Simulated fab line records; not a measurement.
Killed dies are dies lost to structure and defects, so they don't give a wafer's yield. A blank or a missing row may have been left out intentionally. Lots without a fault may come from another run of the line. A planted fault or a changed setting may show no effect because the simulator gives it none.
Comparing a struck lot with a sound one ; flow sky130 ; 17 out of 708 route steps
Sound: the wafers L852.1, L852.5, L852.6. Struck: wafer L846.2 (L846.3, L846.6, from the same lot, were not struck and are left out); the cause is given at the end.
Order at every step that has rows: each side's tool, ch and its chambers, its first start. Under that, the readings that differ: sound wafers ; struck wafers ; difference of the means ; sigmas: that difference in standard deviations of wafers without a fault.
alike: readings with means less than 2 such deviations apart, plus words and numbers identical on both sides. not compared: withheld readings, readings lacking a value on some wafer, bounds such as >300 that could conceal the same value, and numbers that have no deviation in the record and whose values overlap.
A row with sigmas, a row that says differs or no value, or rows on one side alone: a step with any of these is where the two part. Numbers that have no deviation but don't overlap get no sigmas and don't part them. A reading missing from all wafers of one side parts the sides only when that side holds two or more wafers.

first, 1 step without rows for these wafers: SKY_VT_ADJUST_NCORE_IMPLANT_09.
SKY_VT_ADJUST_NCORE_STRIP_10: strips in O2/N2.
  sound on plasmaAsher-03 ch 0,1, day 14 05:26; struck on plasmaAsher-03 ch 1, day 12 02:53
  alike: drypumpMotorCurrentA, n2FlowSccm, oesProductAu, stripTimeToEndpointS
  not compared: rfHoursCounterH
SKY_VT_ADJUST_NCORE_TW_MEAS_11:
  sound on filmMetro-03 at day 14 05:32; struck on filmMetro-04 at day 12 02:59
  alike: VT_ADJUST_NCORE_TW
then, 7 steps without rows for these wafers: SKY_VT_ADJUST_HVTR_DEHYDRATE_00 (time 60 s); SKY_VT_ADJUST_HVTR_HMDS_01 (prime time 60 s); SKY_VT_ADJUST_HVTR_COAT_02 (resist thk 1140 nm); SKY_VT_ADJUST_HVTR_SOFTBAKE_03 (time 60 s); SKY_VT_ADJUST_HVTR_EXPOSE_04 (exposes mask HVTRM, target cd 380 nm); SKY_VT_ADJUST_HVTR_PEB_05; SKY_VT_ADJUST_HVTR_DEVELOP_06 (develop time 60 s).
SKY_VT_ADJUST_HVTR_CD_MEAS_07: target cd 380 nm.
  sound on cdSem-01 at day 15 08:46; struck on cdSem-01 at day 13 03:20
  alike: cdNm
SKY_VT_ADJUST_HVTR_OVL_MEAS_08:
  sound on overlay-02 at day 15 08:53; struck on overlay-02 at day 13 03:28
  alike: VT_ADJUST_HVTR_OVL
SKY_VT_ADJUST_HVTR_IMPLANT_09:
  sound on implanter-02 ch 0, day 15 08:55; struck on implanter-01 ch 0, day 13 03:31
reading;sound;struck;difference;sigmas
beamOnS (s);10.07 10.16 9.86;8.12;-1.91;-10
faradayCurrentUA;11.71 11.64 11.92;14.59;+2.83;+12
  alike: endStationPressureTorr
SKY_VT_ADJUST_HVTR_STRIP_10: strips in O2/N2.
  sound on plasmaAsher-04 ch 0,1, day 15 09:04; struck on plasmaAsher-04 ch 0, day 13 03:39
  alike: drypumpMotorCurrentA, n2FlowSccm, oesProductAu, stripTimeToEndpointS
  not compared: rfHoursCounterH
SKY_VT_ADJUST_HVTR_TW_MEAS_11:
  sound on filmMetro-01 at day 15 09:10; struck on filmMetro-01 at day 13 03:46
reading;sound;struck;difference;sigmas
VT_ADJUST_HVTR_TW;209.0 210.4 208.7;198.4;-11.0;-11
then, 1 step without rows for these wafers: SKY_VT_ADJUST_PCH_DEHYDRATE_00 (time 60 s).
-- a jump in the record: the struck wafers' starts before and after are 36 days apart (it breaks off in module VT_ADJUST_PCH and resumes in module PAD_OPEN, where the first step shown is number 708 of the route) --
SKY_PAD_OPEN_PROBE_99:
  sound on prober-02 at day 50 04:36; struck on prober-02 at day 48 21:47
reading;sound;struck;difference;sigmas
killed_at_M4_up;3 0 2;6;+4;+2
model.etest.pfet_01v8_mvt.driveUaUm;154 153.6 148.1;145.4;-6.5;
model.etest.pfet_01v8_mvt.offLog10AUm;-10.52 -10.57 -10.81;-11.24;-0.61;
model.etest.pfet_01v8_mvt.vtSatV (V);-0.5534 -0.557 -0.5695;-0.6115;-0.0515;
model.etest.pfet_01v8_mvt.vtV (V);-0.6399 -0.6465 -0.6519;-0.6873;-0.0412;
model.etest.pfet_01v8_mvt.vtLongV (V);-0.8491 -0.8538 -0.8552;-0.8916;-0.0389;
  alike: killed_at_M0_to_M3, killedAtContacts, killedAtFrontEnd, killedAtOther, killedDies, killedOpen, killedShort

## WHERE THEY PART
Earliest at SKY_VT_ADJUST_HVTR_IMPLANT_09; latest, in this record, at SKY_PAD_OPEN_PROBE_99.

WHY: whatever the simulator had introduced
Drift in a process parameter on implanter-01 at SKY_VT_ADJUST_HVTR_IMPLANT_09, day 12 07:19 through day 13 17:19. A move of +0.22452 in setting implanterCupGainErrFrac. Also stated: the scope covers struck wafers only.
